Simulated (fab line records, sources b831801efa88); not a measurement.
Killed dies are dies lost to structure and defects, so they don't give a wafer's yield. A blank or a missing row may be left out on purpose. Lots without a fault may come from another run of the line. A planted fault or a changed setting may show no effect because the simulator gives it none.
Chamber matching | flow sky130 | SKY_VIA2_CMP_02 on cmp-02: 4 sister chambers
The step polishes SiO2. 4 wafers are shown with their chamber, then 8 later ones without.

WAFERS WITH THEIR CHAMBER
wafer  | chamber | motor_current_A (A)
L266.1 | 2       | 11.4
L270.6 | 1       | 11.4
L269.1 | 3       | 13.8
L282.2 | 0       | 13.5

WAFERS WITHOUT THEIR CHAMBER
wafer  | motor_current_A (A)
L282.5 | 12.8
L282.6 | 11.2
L283.2 | 13.5
L283.3 | 14.1
L283.4 | 12.0
L284.3 | 12.7
L284.4 | 11.5
L284.5 | 12.0

WHICH CHAMBER EACH WENT THROUGH
wafer  | from the rows above               | in truth
L282.5 | can't be placed: 0 or 3 or 1 or 2 | 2
L282.6 | can't be placed: 1 or 2           | 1
L283.2 | can't be placed: 0 or 3           | 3
L283.3 | can't be placed: 3 or 0           | 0
L283.4 | can't be placed: 1 or 2 or 0      | 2
L284.3 | can't be placed: 0 or 3 or 1 or 2 | 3
L284.4 | can't be placed: 1 or 2           | 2
L284.5 | can't be placed: 1 or 2 or 0      | 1
Placed correctly: 0 of 8. Can't be placed from these rows: 8 (the true chamber is among the candidates in 8). Placed wrongly: 0.
How it was worked out, from the rows above alone: a wafer's distance from a chamber is the root of the sum, over the readings, of the square of ((its reading less the chamber's mean) divided by the reading's scatter). The wafer belongs to the nearest chamber; if the next one is less than 2 further off, it can't be placed. A chamber's mean is the mean of its shown wafers. The scatter: with one shown wafer a chamber, the root of the mean of the squares of how far each hidden wafer lies from its nearest shown one.
